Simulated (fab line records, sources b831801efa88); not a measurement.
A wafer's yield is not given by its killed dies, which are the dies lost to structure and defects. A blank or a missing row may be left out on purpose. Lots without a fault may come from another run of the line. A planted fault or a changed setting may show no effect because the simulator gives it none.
Code-filled problem report in 8D (eight disciplines) form -- flow gf180mcu -- the parts of the form that need people (team, actions taken, sign-off) are left out

== 1. WHAT WENT WRONG ==
Mean of cd-nm at GF_STI_CD_MEAS_12: 274.1 nm across 6 wafers in 2 lots; on wafers with no fault it is 220.0 nm (standard deviation 1.3). That puts it +42 standard deviations away from the usual mean.
The step: target cd 220 nm.
Seen first at day 4 15:05 on cd-sem-01, wafer L939.4. The record holds 42 wafers of 14 lots with a number at this step. The rule behind "out" and "out of limits": a value lying over 4 standard deviations away from the usual mean. Any other wafer with a number is counted as sound.

== 2. WHAT IT IS; WHAT IT IS NOT ==
question,is,is not
which readings at this step,cd-nm,-
which lots,"L939, L940","L927, L928, L930, L931, L932, L933, L938, L941, L943, L944, L947, L950"
which wafers of those lots,all that have a number,-
read on which gauges,"cd-sem-01, cd-sem-02",-
when,from day 4 15:05,"up to then (21 sound wafers); but 15 sound wafers of L941, L943, L944, L947, L950 came after"

== 3. WHAT RULES OUT EACH SUSPECT ==
Counting: a tool at any process step up to the reading remains a suspect when it ran all the lots that are out and ran no sound lot after the first of those.
- the gauge at GF_STI_CD_MEAS_12 has been ruled out. 2 gauges (cd-sem-01, cd-sem-02) read the wafers that are out.
- litho-track-03 at GF_STI_PEB_10 (peb time 90 s): kept. It processed each lot that is out, first L939 at day 4 14:46, and no sound lot thereafter; up to then, the last sound lot it processed was L938 at day 4 09:37. Out on those wafers are its own readings of heater-power-total-W, plate-temp-C.
After counting, what remains is litho-track-03 at GF_STI_PEB_10.

== 4. THE CAUSE (what the simulator had put in) ==
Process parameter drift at GF_STI_PEB_10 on litho-track-03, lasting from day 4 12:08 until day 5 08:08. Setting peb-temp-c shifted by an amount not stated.
After counting, this tool was the only one left.

== 5. THE EFFECT CHAIN, in route order ==
Rows list readings where the struck wafers' mean (over those with a number) sits beyond 3 standard deviations from the usual. Scope: only readings with a usual standard deviation given in the record; hours: median across lots of the time from each lot's start at the first step in this table that gives one to its start at this step; sigmas: change in usual standard deviations.
hours,step,reading,usual,on struck wafers,change,sigmas
0,GF_STI_PEB_10,heater-power-total-W,85.70 W,76.44,-9.26,-99 or more
0,GF_STI_PEB_10,plate-temp-C,134.98 C,123.67,-11.31,-71
0,GF_STI_CD_MEAS_12,cd-nm,220.0 nm,274.1,+54.1,+42
Its process steps:
- GF_STI_PEB_10: peb time 90 s.

== 6. HOW IT WOULD HAVE BEEN CAUGHT EARLIER ==
In this record the first reading out of limits at a measuring or inspecting step was taken at day 4 15:05, 3 hours after the fault began at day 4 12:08.
The tool's own readings at GF_STI_PEB_10 were out on every struck wafer that the step has a row for (heater-power-total-W, plate-temp-C): an alarm limit on them would have fired on the first of those.
Among the 2 lots that are out, L940 began GF_STI_PEB_10 on litho-track-03 after day 4 15:05. A hold on the tool at that time would have spared it.
